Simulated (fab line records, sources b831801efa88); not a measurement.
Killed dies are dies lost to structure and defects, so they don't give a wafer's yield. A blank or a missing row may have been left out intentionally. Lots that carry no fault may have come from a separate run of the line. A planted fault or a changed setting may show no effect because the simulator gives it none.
Which of the tools did it? ; flow gf180mcu ; Sampling: 11 lots, 33 wafers, 2 of 602 route steps

WHAT THE GAUGES SHOWED, per wafer
GF_MIM_THK_MEAS_06.
lot;measured;on;MIM_CVD_05_THK (nm)
L720;day 24 03:15;film_metro-04;42.3 43.3 42.8
L721;day 24 16:35;film_metro-01;41.7 42.0 41.8
L722;day 25 07:38;film_metro-04;42.4 42.7 42.1
L726;day 26 16:35;film_metro-02;41.9 42.3 42.7
L732;day 28 20:41;film_metro-02;41.7 42.0 42.6
L735;day 29 19:30;film_metro-04;40.8 41.7 41.2
L736;day 29 23:53;film_metro-04;41.9 42.3 41.6
L738;day 30 04:34;film_metro-02;41.4 42.7 43.3
L739;day 30 13:58;film_metro-01;41.8 41.8 41.7
L741;day 31 03:50;film_metro-02;41.9 42.7 44.3
L743;day 31 16:52;film_metro-01;41.9 42.3 42.4

WHAT TOOL EACH LOT RAN ON (gives the tool, then ch and the chambers of the sampled wafers, and finally the start)
lot;GF_MIM_SPUTTER_01
L720;pvd_sputter-02, day 24 03:05
L721;pvd_sputter-03, day 24 16:25
L722;pvd_sputter-04, day 25 07:28
L726;pvd_sputter-03, day 26 16:25
L732;pvd_sputter-04, day 28 20:31
L735;pvd_sputter-03, day 29 19:21
L736;pvd_sputter-03, day 29 23:42
L738;pvd_sputter-03, day 30 04:25
L739;pvd_sputter-03, day 30 13:49
L741;pvd_sputter-03, day 31 03:40
L743;pvd_sputter-04, day 31 16:43
- GF_MIM_SPUTTER_01: material TiN, target thk 30 nm, time 25 s.

WHAT THE TOOLS THEMSELVES READ (means of the sampled wafers that have a number; where no wafer has one, the mark that the record gives instead)
GF_MIM_SPUTTER_01.
lot;tool;throttle_valve_pct (%)
L720;pvd_sputter-02;31.5
L721;pvd_sputter-03;30.6
L722;pvd_sputter-04;29.8
L726;pvd_sputter-03;30.9
L732;pvd_sputter-04;30.2
L735;pvd_sputter-03;30.8
L736;pvd_sputter-03;31.1
L738;pvd_sputter-03;30.7
L739;pvd_sputter-03;30.4
L741;pvd_sputter-03;30.9
L743;pvd_sputter-04;30.9

THE ANSWER, worked out from the rows above alone
Rule: usual is defined by the lots themselves. Put in order of their means at a reading, lots are off if they are a third of the lots or fewer, leave a main group of 4 or more, and stand apart from it by a gap of 3 or more times the standard deviation of the main group's means; of several such gaps the widest counts. A main group is skipped when, at the precision printed for the reading in the tables above, its means are all equal. Also off: a lot with no number at a reading for which 4 or more lots have one. Where the step has rows for the other lots, those lots are counted as sound. First the gauges in route order, then the tools' own readings, where a lot's mean is used as printed above. The first step at which some lot is off is used, and at that step the reading that is off furthest; a lot without a number counts as furthest.
Nothing can be told from this: no lot is off at any reading shown.

WHAT HAD BEEN PUT IN BY THE SIMULATOR
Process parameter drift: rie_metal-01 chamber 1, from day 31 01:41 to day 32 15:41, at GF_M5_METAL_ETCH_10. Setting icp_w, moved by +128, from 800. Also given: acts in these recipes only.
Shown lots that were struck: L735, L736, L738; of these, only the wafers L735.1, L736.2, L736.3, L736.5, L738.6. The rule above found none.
